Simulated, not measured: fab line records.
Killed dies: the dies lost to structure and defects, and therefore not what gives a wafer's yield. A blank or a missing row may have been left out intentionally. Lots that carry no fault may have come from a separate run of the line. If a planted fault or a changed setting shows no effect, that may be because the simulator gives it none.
Matching of chambers || flow sfq line || SFQ_TRILAYER_I2_CMP_CMP_064 on cmp-02: 4 sister chambers
The step polishes SiO2. 4 wafers are shown with their chamber, then 8 later ones without.

WAFERS, EACH WITH ITS CHAMBER
{"wafer": "L370.3", "chamber": 2, "motor current A (A)": 9.6}
{"wafer": "L371.4", "chamber": 1, "motor current A (A)": 10.0}
{"wafer": "L371.5", "chamber": 3, "motor current A (A)": 10.1}
{"wafer": "L375.4", "chamber": 0, "motor current A (A)": 10.5}

WAFERS MISSING THEIR CHAMBER
{"wafer": "L375.3", "motor current A (A)": 9.7}
{"wafer": "L375.5", "motor current A (A)": 10.1}
{"wafer": "L380.2", "motor current A (A)": 9.3}
{"wafer": "L380.3", "motor current A (A)": 9.5}
{"wafer": "L380.4", "motor current A (A)": 10.2}
{"wafer": "L388.1", "motor current A (A)": 9.7}
{"wafer": "L388.2", "motor current A (A)": 9.9}
{"wafer": "L388.6", "motor current A (A)": 10.3}

WHICH CHAMBER EACH ONE RAN IN
{"wafer": "L375.3", "from the rows above": "can't be placed: 2 or 1", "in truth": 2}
{"wafer": "L375.5", "from the rows above": "can't be placed: 3 or 1", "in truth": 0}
{"wafer": "L380.2", "from the rows above": 2, "in truth": 2}
{"wafer": "L380.3", "from the rows above": 2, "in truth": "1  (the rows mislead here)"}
{"wafer": "L380.4", "from the rows above": "can't be placed: 3 or 1 or 0", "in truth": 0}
{"wafer": "L388.1", "from the rows above": "can't be placed: 2 or 1", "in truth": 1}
{"wafer": "L388.2", "from the rows above": "can't be placed: 1 or 3 or 2", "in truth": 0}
{"wafer": "L388.6", "from the rows above": "can't be placed: 0 or 3 or 1", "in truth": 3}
Correctly placed: 1 of 8. Cannot be placed on the basis of these rows: 6; the candidates contain the true chamber in 4. Number placed wrongly: 1.
How it was worked out, from the rows above alone: a wafer's distance from a chamber is the root of the sum, over the readings, of the square of ((its reading less the chamber's mean) divided by the reading's scatter). If the next closest chamber is less than 2 further off than the closest, the wafer can't be placed; otherwise it belongs to the closest. The mean given for a chamber averages the wafers shown for that chamber. The scatter: with one shown wafer a chamber, the root of the mean of the squares of how far each hidden wafer lies from its nearest shown one.
